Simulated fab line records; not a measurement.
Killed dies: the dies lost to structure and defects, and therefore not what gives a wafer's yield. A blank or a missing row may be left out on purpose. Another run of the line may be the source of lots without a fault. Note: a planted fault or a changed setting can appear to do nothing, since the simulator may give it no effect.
What tool caused it? | flow sky130 | route of 708 steps, sampled at 1 step: 10 lots, 30 wafers

## WHAT THE GAUGES READ, wafer by wafer
SKY_METAL2_OVL_MEAS_16. Usual: METAL2_OVL typically reads 3 nm, with standard deviation 5.6.
lot  | measured     | on         | METAL2_OVL (nm) | flag
L640 | day 35 10:05 | overlay-01 | -5 -5 -1        |
L641 | day 36 00:01 | overlay-02 | 4 5 6           |
L642 | day 37 14:20 | overlay-02 | 12 3 -3         |
L650 | day 39 01:41 | overlay-01 | -6 1 -4         |
L651 | day 39 08:31 | overlay-01 | -4 13 4         |
L652 | day 39 12:23 | overlay-02 | 2 8 -4          |
L654 | day 40 02:35 | overlay-02 | 3 8 7           |
L656 | day 40 17:02 | overlay-02 | -3 3 0          |
L657 | day 41 07:26 | overlay-02 | 7 2 9           |
L661 | day 42 02:01 | overlay-02 | -4 -6 4         |

## WHAT TOOL EACH LOT RAN ON (gives the tool, then ch and the chambers of the sampled wafers, and finally the start)
Before these readings, the record contains no process step.

## AS READ BY THE TOOLS THEMSELVES (means over the sampled wafers that have a number; for cases with no such wafer, the mark the record gives instead)
The record holds no such reading with a usual standard deviation.

## THE ANSWER, worked out from the rows above alone
Rule: a lot is off if the mean of its wafers that have a number lies more than 3 standard deviations from the usual mean. Also off: a lot with no number at a reading for which 4 or more lots have one. Any other lot the step has rows for is counted as sound. Order of review: gauges by route order, followed by the tools' own readings, for which a lot's mean as printed above is used. The first step at which some lot is off is used, and at that step the reading that is off furthest; a lot without a number counts as furthest.
None of the lots is off at any reading shown; this tells nothing.

## WHAT THE SIMULATOR PUT IN
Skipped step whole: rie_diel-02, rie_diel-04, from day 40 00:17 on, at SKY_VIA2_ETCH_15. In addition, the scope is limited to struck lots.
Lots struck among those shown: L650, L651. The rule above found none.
